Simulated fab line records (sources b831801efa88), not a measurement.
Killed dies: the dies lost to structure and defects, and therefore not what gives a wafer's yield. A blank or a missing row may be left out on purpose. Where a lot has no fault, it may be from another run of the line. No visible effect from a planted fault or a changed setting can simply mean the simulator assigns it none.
Chamber matching + flow gf180mcu + GF_V1_CMP_26 on cmp-02 has 4 sister chambers
The step polishes, stops on SiO2, t overpolish 15 s, target thk 0 nm. 8 wafers are shown with their chamber, then 7 later ones without.

EACH WAFER AND ITS CHAMBER
| wafer  | chamber | motor_current_A (A) | time_to_endpoint_s (s) |
|--------|---------|---------------------|------------------------|
| L203.5 | 3       | 10.8                | 73                     |
| L208.4 | 1       | 9.7                 | 75                     |
| L208.6 | 2       | 9.7                 | 82                     |
| L216.1 | 0       | 12.6                | 85                     |
| L216.3 | 3       | 10.6                | 76                     |
| L216.4 | 2       | 9.0                 | 82                     |
| L217.1 | 1       | 10.3                | 78                     |
| L217.2 | 0       | 12.5                | 84                     |

WAFERS WITH NO CHAMBER GIVEN
| wafer  | motor_current_A (A) | time_to_endpoint_s (s) |
|--------|---------------------|------------------------|
| L217.5 | 9.7                 | 81                     |
| L220.2 | 10.1                | 85                     |
| L220.3 | 10.5                | 82                     |
| L220.4 | 9.9                 | 83                     |
| L222.1 | 10.9                | 74                     |
| L222.3 | 10.1                | 83                     |
| L222.6 | 10.0                | 83                     |

WHICH CHAMBER EACH WENT THROUGH
| wafer  | from the rows above          | in truth                   |
|--------|------------------------------|----------------------------|
| L217.5 | can't be placed: 2 or 1      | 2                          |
| L220.2 | 2                            | 2                          |
| L220.3 | can't be placed: 2 or 1 or 3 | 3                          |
| L220.4 | 2                            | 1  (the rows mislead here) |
| L222.1 | 3                            | 3                          |
| L222.3 | can't be placed: 2 or 1      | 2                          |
| L222.6 | 2                            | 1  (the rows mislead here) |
2 of 7 placed correctly. Can't be placed from these rows: 3 (the true chamber is among the candidates in 3). Wrongly placed: 2.
How it was worked out, from the rows above alone: a wafer's distance from a chamber is the root of the sum, over the readings, of the square of ((its reading less the chamber's mean) divided by the reading's scatter). If the next closest chamber is less than 2 further off than the closest, the wafer can't be placed; otherwise it belongs to the closest. Each chamber's mean is taken over the wafers shown for it. How the scatter is found: for the shown wafers, subtract from each reading the mean of its chamber, square and add these, divide the total by (wafers less chambers), then take the root.
